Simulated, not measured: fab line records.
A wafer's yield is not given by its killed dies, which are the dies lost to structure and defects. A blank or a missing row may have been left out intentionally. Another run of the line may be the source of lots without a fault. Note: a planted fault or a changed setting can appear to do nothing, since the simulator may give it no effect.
2 desks, one fault | flow sky130 | each desk has only its own numbers; what lay behind them comes last

## DESK OF THE TOOL OWNER: rie si-02
The tool's own readings at SKY_FIELD_ISO_ETCH_17 (etches Si in HBr/Cl2/O2, target depth 342 nm, time 97.7 s): means of the sampled wafers that have a number, for each lot that ran on this tool. A lot is out of limits, marked OUT, if its mean lies more than 4 standard deviations from the usual mean; the brackets give that distance.
Columns: A = drypump motor current A at SKY_FIELD_ISO_ETCH_17, usual 5.6 A; B = oes product au at SKY_FIELD_ISO_ETCH_17, usual 1.002 a.u.; C = rf fwd power W at SKY_FIELD_ISO_ETCH_17, usual 596.3 W; D = throttle valve pct at SKY_FIELD_ISO_ETCH_17, usual 25.657 %
lot  | first seen here | A   | B     | C               | D
L274 | day 2 10:56     | 5.7 | 1.001 | 594.0           | 25.659
L277 | day 3 03:19     | 5.7 | 0.992 | 594.6           | 25.668
L289 | day 5 19:53     | 5.6 | 0.975 | 563.1 (-13) OUT | 25.668
This desk's finding: out of limits on L289; first on L289, day 5 19:53 (rf fwd power W at SKY_FIELD_ISO_ETCH_17). Within limits: L274, L277.

## AT THE METROLOGY DESK
Lot by lot, what the gauges showed, no matter which tool ran the lot: averages of those sampled wafers that carry a number. A lot is out of limits, marked OUT, if its mean lies more than 4 standard deviations from the usual mean; the brackets give that distance.
Columns: A = cd nm at SKY_FIELD_ISO_CD_MEAS_13, usual 150.0 nm
lot  | first seen here | A
L274 | day 2 10:37     | 149.8
L277 | day 3 03:01     | 149.3
L289 | day 5 19:35     | 150.0
L291 | day 6 04:59     | 148.1
L295 | day 7 01:11     | 147.9
Result from this desk: across the 5 lots, nothing is out of limits.

## ALL TOGETHER
On L289, at day 5 19:53, an alarm was possible from the tool owner's desk.
The metrology desk saw nothing out of limits.
The metrology desk holds a record of L289, inside its limits.
Every lot named ran SKY_FIELD_ISO_ETCH_17 on rie si-02.

## WHAT HAD BEEN PUT IN BY THE SIMULATOR
rie si-02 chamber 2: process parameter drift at SKY_FIELD_ISO_ETCH_17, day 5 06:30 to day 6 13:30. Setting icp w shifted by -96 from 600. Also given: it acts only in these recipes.
Lots struck among those shown: L289.
Time in hours from fault onset to the first out-of-limits reading at each desk: the tool owner's desk, 13.
